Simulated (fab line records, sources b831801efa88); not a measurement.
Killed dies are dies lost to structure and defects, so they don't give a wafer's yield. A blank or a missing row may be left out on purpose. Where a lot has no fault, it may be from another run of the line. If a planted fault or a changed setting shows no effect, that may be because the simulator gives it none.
Comparing a struck lot with a sound one | flow sky130 | 44 steps out of a route of 708
Sound: these wafers, L489.1, L489.2, L489.4. Struck: wafer L487.4 (left out: L487.1, L487.3 of the same lot, which were not struck); the cause appears at the end.
Each step with rows lists, per side, the tool, then ch with its chambers, then its first start. Under that, the readings that differ: sound wafers | struck wafers | difference of the means | sigmas: that difference in standard deviations of wafers without a fault.
alike: same words and numbers on both sides, and readings whose means sit less than 2 such deviations apart. not compared: any withheld reading, any reading some wafer has no value for, any bound like >300 that may hide the same value, and any number with overlapping values for which the record gives no deviation.
The two part at a step that has a row with sigmas, a row that says differs or no value, or rows on one side only. Numbers that have no deviation but don't overlap get no sigmas and don't part them. A reading that every wafer of one side lacks parts them only if that side has two wafers or more.

first, 1 step without rows for these wafers: SKY_VIA3_ETCH_15 (etches SiO2 in C4F8/O2/Ar, stops on TiN, target depth 507 nm, time 78 s).
SKY_VIA3_STRIP_16: strips in O2/N2.
  sound on plasma-asher-01 ch 0,1, day 44 08:45; struck on plasma-asher-04 ch 0, day 44 04:29
  alike: drypump-motor-current-A, oes-product-au, strip-time-to-endpoint-s
  not compared: rf-hours-counter-h
then, 3 steps without rows for these wafers: SKY_VIA3_STRIP_17 (strips in post etch residue remover, time 1200 s); SKY_VIA3_CLEAN_18 (cleans in IPA, time 180 s); SKY_VIA3_CLEAN_19 (cleans in O3/DIW).
SKY_VIA3_SPUTTER_20: material TiN, target thk 20 nm, time 80 s.
  sound on pvd-sputter-04 at day 44 09:20; struck on pvd-sputter-02 at day 44 05:04
  alike: cathode-dc-power-W, throttle-valve-pct
then, 1 step without rows for these wafers: SKY_VIA3_CVD_21 (deposits W, target thk 390 nm, time 117.31 s).
SKY_VIA3_RS_MEAS_22: measures by four-point-probe.
  sound on film-metro-04 at day 44 09:32; struck on film-metro-01 at day 44 05:15
  alike: VIA3_W_RS
SKY_VIA3_THK_MEAS_23: measures by xrf.
  sound on film-metro-04 at day 44 09:39; struck on film-metro-01 at day 44 05:22
  alike: VIA3_W_THK
then, 3 steps without rows for these wafers: SKY_VIA3_CMP_24 (polishes, stops on SiO2, t overpolish 20 s, target thk 0 nm); SKY_METAL4_SPUTTER_00 (material Ti, target thk 15 nm, time 10 s); SKY_METAL4_SPUTTER_01 (material TiN, target thk 20 nm, time 16.7 s).
SKY_METAL4_SPUTTER_02: material AlCu, target thk 735 nm, time 39.1 s.
  sound on pvd-sputter-02 at day 44 10:04; struck on pvd-sputter-03 at day 44 05:47
  reading                                     | sound             | struck | difference | sigmas
  model.AlCu_of_METAL4_SPUTTER_02.thk-nm (nm) | 751.9 735.9 730.9 | 802.7  | +63.1      |
  alike: cathode-dc-power-W, throttle-valve-pct
SKY_METAL4_SPUTTER_03: material Ti, target thk 5 nm, time 3.3 s.
  sound on pvd-sputter-02 at day 44 10:05; struck on pvd-sputter-03 at day 44 05:49
  alike: cathode-dc-power-W, throttle-valve-pct
then, 2 steps without rows for these wafers: SKY_METAL4_SPUTTER_04 (material TiN, target thk 70 nm, time 58.3 s); SKY_CAP2M_CVD_00 (deposits SiO2, target thk 15.5 nm).
SKY_CAP2M_THK_MEAS_01:
  sound on film-metro-03 at day 44 10:11; struck on film-metro-02 at day 44 05:55
  alike: CAP2M_CVD_00_THK
SKY_CAP2M_SPUTTER_02: material TiN, target thk 200 nm, time 166.7 s.
  sound on pvd-sputter-01 at day 44 10:14; struck on pvd-sputter-01 at day 44 05:58
  alike: cathode-dc-power-W, throttle-valve-pct
SKY_CAP2M_RS_MEAS_03: measures by four-point-probe.
  sound on film-metro-02 at day 44 10:21; struck on film-metro-03 at day 44 06:05
  alike: CAP2M_TIN_RS
SKY_CAP2M_THK_MEAS_04: measures by xrf.
  sound on film-metro-02 at day 44 10:28; struck on film-metro-03 at day 44 06:12
  reading            | sound       | struck | difference | sigmas
  CAP2M_TIN_THK (nm) | 205 210 206 | 199    | -8         | -2
then, 7 steps without rows for these wafers: SKY_CAP2M_DEHYDRATE_05 (time 60 s); SKY_CAP2M_HMDS_06 (prime time 60 s); SKY_CAP2M_COAT_07 (resist thk 1140 nm); SKY_CAP2M_SOFTBAKE_08 (time 60 s); SKY_CAP2M_EXPOSE_09 (exposes mask CAP2M, target cd 1000 nm); SKY_CAP2M_PEB_10; SKY_CAP2M_DEVELOP_11 (develop time 60 s).
SKY_CAP2M_OVL_MEAS_12:
  sound on overlay-02 at day 45 07:52; struck on overlay-01 at day 45 03:23
  alike: CAP2M_OVL
then, 1 step without rows for these wafers: SKY_CAP2M_METAL_ETCH_13 (etches TiN in Cl2/BCl3, stops on SiO2, target depth 220 nm, time 62.9 s).
SKY_CAP2M_STRIP_14: strips in O2/N2.
  sound on plasma-asher-03 ch 0,1, day 45 07:58; struck on plasma-asher-03 ch 0, day 45 03:31
  reading                      | sound             | struck | difference | sigmas
  strip-time-to-endpoint-s (s) | 12.66 12.67 12.68 | 12.58  | -0.09      | -2
  alike: drypump-motor-current-A, oes-product-au
  not compared: rf-hours-counter-h
then, 11 steps without rows for these wafers: SKY_CAP2M_STRIP_15 (strips in post etch residue remover, time 1200 s); SKY_CAP2M_CLEAN_16 (cleans in IPA, time 180 s); SKY_CAP2M_CLEAN_17 (cleans in O3/DIW); SKY_METAL4_DEHYDRATE_05 (time 60 s); SKY_METAL4_HMDS_06 (prime time 60 s); SKY_METAL4_COAT_07 (resist thk 60 nm); SKY_METAL4_COAT_08 (resist thk 1140 nm); SKY_METAL4_SOFTBAKE_09 (time 90 s); SKY_METAL4_EXPOSE_10 (exposes mask MM4, target cd 300 nm); SKY_METAL4_PEB_11; SKY_METAL4_DEVELOP_12 (develop time 60 s).
SKY_METAL4_CD_MEAS_13 targets a cd of 300 nm.
  sound on cd-sem-01 at day 46 06:05; struck on cd-sem-01 at day 46 01:34
  alike: cd-nm
SKY_METAL4_METAL_ETCH_18: etches the open film in Cl2/BCl3, stops on SiO2, target depth 845 nm, time 183.1 s.
  sound on rie-metal-04 ch 0,1, day 46 06:31; struck on rie-metal-03 ch 0, day 46 01:52
  reading               | sound             | struck | difference | sigmas
  oes-product-au (a.u.) | 0.877 0.866 0.867 | 0.907  | +0.037     | +6
  alike: drypump-motor-current-A, throttle-valve-pct
  not compared: rf-hours-counter-h
-- the record jumps here: 4 days lie between the struck wafers' starts before and after (it left off in module METAL4 and takes up again in module PAD_OPEN, whose first step shown is number 708 of the route) --
SKY_PAD_OPEN_PROBE_99:
  sound on prober-01 at day 49 17:03; struck on prober-02 at day 49 14:08
  reading                      | sound                  | struck  | difference | sigmas
  model.etest.met4.line-ohm-um | 0.1372 0.147 0.1455    | 0.1297  | -0.0135    |
  model.etest.met4.rs-ohm-sq   | 0.04162 0.04258 0.0427 | 0.03902 | -0.00328   |
  alike: defect-limited-yield, killed_at_M0_to_M3, killed_at_M4_up, killed-at-contacts, killed-at-front-end, killed-at-other, killed-dies, killed-open, killed-short, sort_bin_3_pad_short, sort_bin_5_function, sort_bin_6_memory, sort-n-pass, sort-yield-pct

## WHERE THEY PART
Earliest at SKY_CAP2M_THK_MEAS_04; latest, in this record, at SKY_METAL4_METAL_ETCH_18. Later steps at which nothing parts them and some readings are alike: SKY_PAD_OPEN_PROBE_99.

WHY: what the simulator had put in
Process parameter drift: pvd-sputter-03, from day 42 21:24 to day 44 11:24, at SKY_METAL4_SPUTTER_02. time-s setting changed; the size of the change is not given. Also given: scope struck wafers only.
